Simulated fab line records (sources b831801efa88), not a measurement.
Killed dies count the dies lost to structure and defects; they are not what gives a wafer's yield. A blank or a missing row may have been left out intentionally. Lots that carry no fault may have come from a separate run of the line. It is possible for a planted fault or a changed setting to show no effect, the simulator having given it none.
A lot that was struck, set against a sound lot | flow sky130 | 15 steps out of a route of 708
Sound: the wafers L836.1, L836.2, L836.6. Struck: wafer L844.2; the same lot's L844.6 was not struck, so it is left out; see the end for the cause.
Order at every step that has rows: each side's tool, ch and its chambers, its first start. Under that, the readings that differ: sound wafers | struck wafers | difference of the means | sigmas: that difference in standard deviations of wafers without a fault.
alike: readings whose means differ by less than 2 such deviations, and words and numbers that are the same on both sides. not compared: withheld readings, readings that some wafer has no value for, bounds like >300 that may hide the same value, and numbers for which the record gives no deviation and whose values overlap.
The two part at a step that has a row with sigmas, a row that says differs or no value, or rows on one side only. Numbers that don't overlap but have no deviation are shown without sigmas and don't part them. A reading missing from all wafers of one side parts the sides only when that side holds two or more wafers.

SKY_GATE_OXIDE_OVL_MEAS_10:
  sound on overlay-02 at day 16 00:05; struck on overlay-01 at day 18 15:52
  alike: GATE_OXIDE_OVL
then, 2 steps without rows for these wafers: SKY_GATE_OXIDE_IMPLANT_11; SKY_GATE_OXIDE_WET_ETCH_12 (etches SiO2 in dHF, target depth 16.8 nm, time 336 s).
SKY_GATE_OXIDE_STRIP_13: strips in O2/N2.
  sound on plasmaAsher-02 ch 0,1, day 16 00:23; struck on plasmaAsher-04 ch 1, day 18 16:13
  alike: drypumpMotorCurrentA, oesProductAu, stripTimeToEndpointS
  not compared: rfHoursCounterH
SKY_GATE_OXIDE_TW_MEAS_14:
  sound on filmMetro-03 at day 16 00:29; struck on filmMetro-04 at day 18 16:20
  alike: GATE_OXIDE_TW
then, 3 steps without rows for these wafers: SKY_GATE_OXIDE_CLEAN_15 (cleans in SC1/SC2, time 150 s); SKY_GATE_OXIDE_OXIDATION_16 (stabilise 600 s, purge 300 s, target thk 3.57 nm); SKY_POLY_GATE_CVD_00 (deposits poly-Si, target thk 180 nm, time 720 s).
SKY_POLY_GATE_THK_MEAS_01:
  sound on filmMetro-04 at day 16 03:50; struck on filmMetro-04 at day 18 20:34
reading                   | sound             | struck | difference | sigmas
POLY_GATE_CVD_00_THK (nm) | 177.2 175.4 175.2 | 181.5  | +5.6       | +3
then, 3 steps without rows for these wafers: SKY_RES_PROTECT_DEHYDRATE_00 (time 60 s); SKY_RES_PROTECT_HMDS_01 (prime time 60 s); SKY_RES_PROTECT_COAT_02 (resist thk 1140 nm).
SKY_RES_PROTECT_SOFTBAKE_03: time 60 s.
  sound on lithoTrack-04 ch 0, day 16 16:53; struck on lithoTrack-03 ch 0, day 19 10:58
reading               | sound             | struck | difference | sigmas
heaterPowerTotalW (W) | 56.58 56.56 56.59 | 59.83  | +3.25      | +69
runLengthS (s)        | 89.4 89.5 89.4    | 79.7   | -9.7       | -29
  alike: chillPlateTempC
then, 1 step without rows for these wafers: SKY_RES_PROTECT_EXPOSE_04 (exposes mask RPM, target cd 1270 nm).
-- record jumps: 30 days separate the struck wafers' starts on either side; left off in module RES_PROTECT, taken up again in module PAD_OPEN, whose first shown step is the route's number 708 --
SKY_PAD_OPEN_PROBE_99:
  sound on prober-01 at day 47 11:22; struck on prober-01 at day 49 03:42
reading    | sound    | struck | difference | sigmas
killedOpen | 60 48 47 | 35     | -17        | -2
  alike: killed_at_M0_to_M3, killed_at_M4_up, killedAtContacts, killedAtFrontEnd, killedAtOther, killedDies, killedOnRim, killedShort

## WHERE THEY PART
Last at SKY_PAD_OPEN_PROBE_99 as far as this record goes, first at SKY_POLY_GATE_THK_MEAS_01.

WHY: what had been put in by the simulator
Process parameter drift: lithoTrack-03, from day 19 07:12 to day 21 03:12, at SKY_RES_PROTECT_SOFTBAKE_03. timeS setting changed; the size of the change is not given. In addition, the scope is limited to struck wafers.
